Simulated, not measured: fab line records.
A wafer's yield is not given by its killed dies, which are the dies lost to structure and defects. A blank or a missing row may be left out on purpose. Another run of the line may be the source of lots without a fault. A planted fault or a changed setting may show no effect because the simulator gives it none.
Code-filled problem report in 8D (eight disciplines) form    flow gf180mcu    the parts of the form that need people (team, actions taken, sign-off) are left out

## 1. PROBLEM STATEMENT
HV_LDD_2_TW at GF_HV_LDD_TW_MEAS_23 reads a mean of 1099 on 9 wafers of 3 lots; wafers without a fault read 1060 with a standard deviation of 4.9. That puts it +8.0 standard deviations away from the usual mean.
Earliest sighting: wafer L395.3 on film_metro-04 at day 12 15:21. The record holds 39 wafers of 13 lots with a number at this step. Rule for "out", or "out of limits": more than 4 standard deviations from the usual mean. The rest of the wafers with a number are treated as sound.

## 2. WHAT IT IS AND WHAT IT IS NOT
question                     is                            is not
which readings at this step  HV_LDD_2_TW                   -
which lots                   L395, L397, L398              L391, L392, L393, L394, L405, L406, L407, L408, L411, L413
which wafers of those lots   all that have a number        -
read on which gauges         film_metro-03, film_metro-04  film_metro-01
when                         from day 12 15:21             up to then (12 sound wafers); but 18 sound wafers of L405, L406, L407, L408, L411, L413 came after

## 3. THE SUSPECTS, EACH WITH WHAT RULES IT OUT
Counting: a tool at a process step up to the reading stays a suspect if it ran every lot that is out and no sound lot after the first of them.
- the gauge at GF_HV_LDD_TW_MEAS_23 has been ruled out. Those wafers that are out were read across 2 gauges (film_metro-03, film_metro-04).
- implanter-02 at GF_HV_LDD_IMPLANT_21: kept. It processed each lot that is out, first L395 at day 12 15:08, and no sound lot thereafter; up to then, the last sound lot it processed was L394 at day 12 02:59. Out on those wafers are its own readings of beam_on_s, end_station_pressure_torr.
After counting, what remains is implanter-02 at GF_HV_LDD_IMPLANT_21.

## 4. THE CAUSE (what the simulator had put in)
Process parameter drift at GF_HV_LDD_IMPLANT_21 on implanter-02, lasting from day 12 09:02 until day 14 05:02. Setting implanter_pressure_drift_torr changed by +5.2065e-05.
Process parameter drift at GF_HV_LDD_IMPLANT_21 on implanter-02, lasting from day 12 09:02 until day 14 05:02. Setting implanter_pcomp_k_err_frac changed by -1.
Counting left only this tool.

## 5. THE CHAIN OF EFFECTS, in route order
Rows list readings where the struck wafers' mean (over those with a number) sits beyond 3 standard deviations from the usual. Readings are gone through only where the record gives a usual standard deviation; hours: the median, over the lots, of the time from a lot's start at the first step in this table giving one to that lot's start at this step; sigmas: the change measured in usual standard deviations.
hours  step                  reading                    usual          on struck wafers  change     sigmas
0      GF_HV_LDD_IMPLANT_21  beam_on_s                  9.99 s         11.24             +1.25      +5.9
0      GF_HV_LDD_IMPLANT_21  end_station_pressure_torr  5.23e-06 Torr  5.80e-05          +5.28e-05  +99 or more
0      GF_HV_LDD_IMPLANT_21  faraday_current_uA         282            253               -29        -4.9
0      GF_HV_LDD_TW_MEAS_23  HV_LDD_2_TW                1060           1099              +39        +8.0
The process steps in it:
- GF_HV_LDD_IMPLANT_21
Later steps that measure or inspect, where all struck wafers having a row at the step show a number for every such reading and not one has moved that far: GF_V2_BOW_MEAS_05.

## 6. WHAT WOULD HAVE CAUGHT IT SOONER
Counted from the fault's start at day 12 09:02, it took 6 hours until the first out-of-limits reading at a measuring or inspecting step in this record, taken at day 12 15:21.
At GF_HV_LDD_IMPLANT_21, the tool's own readings (beam_on_s, end_station_pressure_torr) were out on each struck wafer the step has a row for, so an alarm limit on them would have fired on the first such wafer.
Of the lots that are out (3), L397, L398 began GF_HV_LDD_IMPLANT_21 on implanter-02 after day 12 15:21. A hold on the tool at that time would have spared those 2.
